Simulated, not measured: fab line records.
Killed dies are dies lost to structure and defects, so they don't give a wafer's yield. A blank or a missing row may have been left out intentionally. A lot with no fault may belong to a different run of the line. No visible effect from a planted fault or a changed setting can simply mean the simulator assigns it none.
What tool caused it? / flow sky130 / 12 lots, 36 wafers sampled, at 5 steps of a route of 708

## WHAT EACH GAUGE READ, for each wafer
SKY_NWELL_THK_MEAS_02. Usual: NWELL_OXIDATION_THK gives 9.98 nm (standard deviation 0.18).
lot=L464; measured=day 2 11:26; on=film_metro-03; NWELL_OXIDATION_THK (nm)=10.03 9.96 9.95; flag=
lot=L469; measured=day 3 15:50; on=film_metro-04; NWELL_OXIDATION_THK (nm)=9.83 9.91 9.97; flag=
lot=L468; measured=day 3 15:52; on=film_metro-03; NWELL_OXIDATION_THK (nm)=10.12 9.90 10.00; flag=
lot=L470; measured=day 3 21:09; on=film_metro-03; NWELL_OXIDATION_THK (nm)=10.23 10.05 9.96; flag=
lot=L471; measured=day 4 06:17; on=film_metro-02; NWELL_OXIDATION_THK (nm)=9.83 9.89 9.95; flag=
lot=L473; measured=day 4 16:37; on=film_metro-04; NWELL_OXIDATION_THK (nm)=9.86 9.77 10.02; flag=
lot=L475; measured=day 5 00:06; on=film_metro-02; NWELL_OXIDATION_THK (nm)=10.17 10.23 10.23; flag=
lot=L476; measured=day 5 08:38; on=film_metro-02; NWELL_OXIDATION_THK (nm)=9.96 9.85 9.93; flag=
lot=L480; measured=day 6 13:57; on=film_metro-03; NWELL_OXIDATION_THK (nm)=9.92 9.97 10.14; flag=
lot=L484; measured=day 7 08:02; on=film_metro-03; NWELL_OXIDATION_THK (nm)=9.83 9.51 9.68; flag=
lot=L485; measured=day 7 12:06; on=film_metro-04; NWELL_OXIDATION_THK (nm)=9.81 9.83 9.75; flag=
lot=L486; measured=day 7 13:28; on=film_metro-04; NWELL_OXIDATION_THK (nm)=10.12 10.00 10.05; flag=

SKY_DNWELL_TW_MEAS_09. Usual: DNWELL_TW gives 1115 (standard deviation 7.8).
lot=L464; measured=day 3 03:31; on=film_metro-02; DNWELL_TW=1102 1112 1110; flag=
lot=L469; measured=day 4 09:14; on=film_metro-03; DNWELL_TW=1119 1118 1121; flag=
lot=L468; measured=day 4 09:53; on=film_metro-03; DNWELL_TW=1121 1122 1120; flag=
lot=L470; measured=day 4 15:09; on=film_metro-03; DNWELL_TW=1121 1123 1121; flag=
lot=L471; measured=day 5 00:50; on=film_metro-02; DNWELL_TW=1111 1114 1115; flag=
lot=L473; measured=day 5 10:22; on=film_metro-02; DNWELL_TW=1112 1104 1111; flag=
lot=L475; measured=day 5 18:33; on=film_metro-04; DNWELL_TW=1126 1131 1126; flag=
lot=L476; measured=day 6 01:50; on=film_metro-04; DNWELL_TW=1109 1109 1107; flag=
lot=L480; measured=day 7 08:02; on=film_metro-04; DNWELL_TW=1114 1115 1109; flag=
lot=L484; measured=day 8 04:46; on=film_metro-02; DNWELL_TW=1100 1101 1108; flag=
lot=L485; measured=day 8 09:25; on=film_metro-04; DNWELL_TW=1110 1117 1116; flag=
lot=L486; measured=day 8 10:31; on=film_metro-03; DNWELL_TW=1123 1126 1120; flag=

SKY_NWELL_RS_MEAS_29: the measuring method here is four-point-probe. Usual: NWELL_RS gives 624.4 ohm/sq (standard deviation 1.8).
lot=L464; measured=day 5 07:31; on=film_metro-03; NWELL_RS (ohm/sq)=627.8 627.3 626.5; flag=
lot=L469; measured=day 6 15:57; on=film_metro-02; NWELL_RS (ohm/sq)=624.1 623.0 624.4; flag=
lot=L468; measured=day 6 17:31; on=film_metro-04; NWELL_RS (ohm/sq)=624.1 623.7 624.0; flag=
lot=L470; measured=day 6 23:20; on=film_metro-03; NWELL_RS (ohm/sq)=624.1 624.7 623.9; flag=
lot=L471; measured=day 7 07:04; on=film_metro-03; NWELL_RS (ohm/sq)=622.6 623.6 622.6; flag=
lot=L473; measured=day 7 19:00; on=film_metro-04; NWELL_RS (ohm/sq)=626.2 625.7 625.3; flag=
lot=L475; measured=day 8 02:07; on=film_metro-04; NWELL_RS (ohm/sq)=624.7 623.8 624.8; flag=
lot=L476; measured=day 8 12:18; on=film_metro-02; NWELL_RS (ohm/sq)=623.7 623.4 624.8; flag=
lot=L480; measured=day 10 00:11; on=film_metro-04; NWELL_RS (ohm/sq)=627.2 626.9 626.9; flag=
lot=L484; measured=day 10 22:29; on=film_metro-03; NWELL_RS (ohm/sq)=639.8 641.0 638.6; flag=OFF
lot=L485; measured=day 11 03:11; on=film_metro-03; NWELL_RS (ohm/sq)=637.3 639.9 638.4; flag=OFF
lot=L486; measured=day 11 05:27; on=film_metro-03; NWELL_RS (ohm/sq)=636.4 637.5 636.4; flag=OFF

## TOOL THAT RAN EACH LOT (tool first, then ch and the chambers of the sampled wafers, then the start)
lot=L464; SKY_NWELL_IMPLANT_11=implanter-01 ch 0, day 4 12:52; SKY_NWELL_STRIP_25=plasma_asher-04 ch 0,1, day 5 07:13
lot=L469; SKY_NWELL_IMPLANT_11=implanter-04 ch 0, day 5 21:43; SKY_NWELL_STRIP_25=plasma_asher-03 ch 0,1, day 6 15:38
lot=L468; SKY_NWELL_IMPLANT_11=implanter-01 ch 0, day 5 22:49; SKY_NWELL_STRIP_25=plasma_asher-03 ch 0,1, day 6 17:12
lot=L470; SKY_NWELL_IMPLANT_11=implanter-04 ch 0, day 6 03:40; SKY_NWELL_STRIP_25=plasma_asher-04 ch 0,1, day 6 23:01
lot=L471; SKY_NWELL_IMPLANT_11=implanter-03 ch 0, day 6 12:11; SKY_NWELL_STRIP_25=plasma_asher-03 ch 0,1, day 7 06:45
lot=L473; SKY_NWELL_IMPLANT_11=implanter-01 ch 0, day 6 22:43; SKY_NWELL_STRIP_25=plasma_asher-03 ch 0,1, day 7 18:40
lot=L475; SKY_NWELL_IMPLANT_11=implanter-03 ch 0, day 7 05:25; SKY_NWELL_STRIP_25=plasma_asher-03 ch 0,1, day 8 01:49
lot=L476; SKY_NWELL_IMPLANT_11=implanter-03 ch 0, day 7 14:29; SKY_NWELL_STRIP_25=plasma_asher-01 ch 0,1, day 8 11:59
lot=L480; SKY_NWELL_IMPLANT_11=implanter-04 ch 0, day 9 02:05; SKY_NWELL_STRIP_25=plasma_asher-04 ch 1, day 9 23:52
lot=L484; SKY_NWELL_IMPLANT_11=implanter-01 ch 0, day 9 23:05; SKY_NWELL_STRIP_25=plasma_asher-01 ch 0,1, day 10 22:10
lot=L485; SKY_NWELL_IMPLANT_11=implanter-01 ch 0, day 10 04:07; SKY_NWELL_STRIP_25=plasma_asher-03 ch 0,1, day 11 02:51
lot=L486; SKY_NWELL_IMPLANT_11=implanter-01 ch 0, day 10 05:38; SKY_NWELL_STRIP_25=plasma_asher-04 ch 0,1, day 11 05:08
- SKY_NWELL_IMPLANT_11
- SKY_NWELL_STRIP_25: strips in O2/N2.

## AS READ BY THE TOOLS THEMSELVES (means over the sampled wafers that have a number; for cases with no such wafer, the mark the record gives instead)
SKY_NWELL_IMPLANT_11. Usual: beam_energy_keV reads 400.01 (standard deviation 0.11).
lot=L464 tool=implanter-01 beam_energy_keV=400.00 flag=
lot=L469 tool=implanter-04 beam_energy_keV=400.00 flag=
lot=L468 tool=implanter-01 beam_energy_keV=400.05 flag=
lot=L470 tool=implanter-04 beam_energy_keV=400.12 flag=
lot=L471 tool=implanter-03 beam_energy_keV=399.97 flag=
lot=L473 tool=implanter-01 beam_energy_keV=400.10 flag=
lot=L475 tool=implanter-03 beam_energy_keV=400.01 flag=
lot=L476 tool=implanter-03 beam_energy_keV=400.04 flag=
lot=L480 tool=implanter-04 beam_energy_keV=400.02 flag=
lot=L484 tool=implanter-01 beam_energy_keV=367.34 flag=OFF
lot=L485 tool=implanter-01 beam_energy_keV=367.28 flag=OFF
lot=L486 tool=implanter-01 beam_energy_keV=367.24 flag=OFF

SKY_NWELL_STRIP_25. Usual: drypump_motor_current_A 5.5 A, standard deviation 0.54; n2_flow_sccm 300.0 sccm, standard deviation 0.93; oes_product_au 0.722 a.u., standard deviation 0.0045; strip_time_to_endpoint_s 36.90 s, standard deviation 0.1.
lot=L464; tool=plasma_asher-04; drypump_motor_current_A (A)=5.1; n2_flow_sccm (sccm)=300.3; oes_product_au (a.u.)=0.722; strip_time_to_endpoint_s (s)=37.06; flag=
lot=L469; tool=plasma_asher-03; drypump_motor_current_A (A)=6.2; n2_flow_sccm (sccm)=301.1; oes_product_au (a.u.)=0.721; strip_time_to_endpoint_s (s)=36.88; flag=
lot=L468; tool=plasma_asher-03; drypump_motor_current_A (A)=6.0; n2_flow_sccm (sccm)=300.8; oes_product_au (a.u.)=0.721; strip_time_to_endpoint_s (s)=37.14; flag=
lot=L470; tool=plasma_asher-04; drypump_motor_current_A (A)=5.1; n2_flow_sccm (sccm)=300.3; oes_product_au (a.u.)=0.719; strip_time_to_endpoint_s (s)=36.87; flag=
lot=L471; tool=plasma_asher-03; drypump_motor_current_A (A)=6.1; n2_flow_sccm (sccm)=300.2; oes_product_au (a.u.)=0.721; strip_time_to_endpoint_s (s)=36.97; flag=
lot=L473; tool=plasma_asher-03; drypump_motor_current_A (A)=6.0; n2_flow_sccm (sccm)=300.5; oes_product_au (a.u.)=0.720; strip_time_to_endpoint_s (s)=36.81; flag=
lot=L475; tool=plasma_asher-03; drypump_motor_current_A (A)=6.2; n2_flow_sccm (sccm)=300.1; oes_product_au (a.u.)=0.723; strip_time_to_endpoint_s (s)=36.77; flag=
lot=L476; tool=plasma_asher-01; drypump_motor_current_A (A)=5.4; n2_flow_sccm (sccm)=300.5; oes_product_au (a.u.)=0.723; strip_time_to_endpoint_s (s)=36.87; flag=
lot=L480; tool=plasma_asher-04; drypump_motor_current_A (A)=4.8; n2_flow_sccm (sccm)=299.2; oes_product_au (a.u.)=0.723; strip_time_to_endpoint_s (s)=36.88; flag=
lot=L484; tool=plasma_asher-01; drypump_motor_current_A (A)=5.1; n2_flow_sccm (sccm)=299.5; oes_product_au (a.u.)=0.722; strip_time_to_endpoint_s (s)=36.86; flag=
lot=L485; tool=plasma_asher-03; drypump_motor_current_A (A)=6.2; n2_flow_sccm (sccm)=299.7; oes_product_au (a.u.)=0.721; strip_time_to_endpoint_s (s)=36.94; flag=
lot=L486; tool=plasma_asher-04; drypump_motor_current_A (A)=5.0; n2_flow_sccm (sccm)=300.2; oes_product_au (a.u.)=0.723; strip_time_to_endpoint_s (s)=36.88; flag=

## THE ANSWER, worked out from the rows above alone
Rule: a lot is off if the mean of its wafers that have a number lies more than 3 standard deviations from the usual mean. Also off: a lot with no number at a reading for which 4 or more lots have one. Any other lot the step has rows for is counted as sound. The gauges are gone through in route order, then the tools' own readings, and for those a lot's mean is taken as printed above. At the first step where some lot is off, the reading lying furthest off is the one used; lots without a number count as furthest.
Off: at SKY_NWELL_RS_MEAS_29 (NWELL_RS), L484, L485, L486.
If a tool, at a process step before that reading, ran all the lots that are off and no sound lot after the first of them, it fits. Not tried: the gauges at SKY_NWELL_RS_MEAS_29; whatever is off there is also off at SKY_NWELL_IMPLANT_11, on other tools, and gauge error can't account for it. One fits: SKY_NWELL_IMPLANT_11 on implanter-01. Its last sound lot is L473 (day 6 22:43), its first lot that is off L484 (day 9 23:05): a fault that began between those two fits.
The tool's own readings at SKY_NWELL_IMPLANT_11 bear it out: on the lots that are off they differ by more than 5 times the standard deviation of the sound lots' means. beam_energy_keV reads 367.29 there against 400.03 on the sound lots.

## WHAT HAD BEEN PUT IN BY THE SIMULATOR
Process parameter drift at SKY_NWELL_IMPLANT_11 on implanter-01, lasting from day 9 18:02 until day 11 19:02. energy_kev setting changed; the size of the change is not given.
Struck lots among those shown: L484, L485, L486. The rule given above showed the same thing.
